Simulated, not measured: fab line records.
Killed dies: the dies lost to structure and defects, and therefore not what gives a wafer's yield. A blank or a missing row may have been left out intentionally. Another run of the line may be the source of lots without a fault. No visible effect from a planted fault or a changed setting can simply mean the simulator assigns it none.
Which tool did it? -- flow sky130 -- 12 lots, 36 wafers sampled, at 1 step of a route of 708

== WHAT THE GAUGES SHOWED, per wafer ==
SKY_PWDE_TW_MEAS_10.
lot,measured,on,PWDE_TW
L075,day 4 04:24,film-metro-01,380 379 381
L077,day 4 13:07,film-metro-03,373 371 372
L079,day 5 11:44,film-metro-01,379 381 380
L080,day 5 15:55,film-metro-01,380 379 382
L083,day 5 23:25,film-metro-03,372 370 371
L085,day 6 17:56,film-metro-04,376 376 378
L086,day 7 03:13,film-metro-03,374 376 374
L089,day 7 15:11,film-metro-01,381 381 380
L091,day 7 22:47,film-metro-04,377 377 376
L092,day 8 08:55,film-metro-04,380 381 379
L095,day 8 20:39,film-metro-01,380 378 377
L097,day 9 05:18,film-metro-01,379 381 379

== EACH LOT AND THE TOOL THAT RAN IT (in order: tool; ch and the chambers of the sampled wafers; start) ==
Before these readings, the record contains no process step.

== THE ANSWER, worked out from the rows above alone ==
Rule: what is usual is taken from the lots themselves. The widest of any qualifying gaps counts: lots, ordered by their means at a reading, are off when they make up no more than a third of the lots, leave a main group of 4 or more, and stand apart from it by 3 or more times the standard deviation of that group's means. The tables above print the reading to a certain number of digits; a main group whose means all agree to those digits is not used. A lot without any number at a reading at which 4 lots or more have one is off too. All remaining lots with rows at the step are treated as sound.
Nothing can be told from this: no lot is off at any reading shown.

== WHAT WAS PUT IN BY THE SIMULATOR ==
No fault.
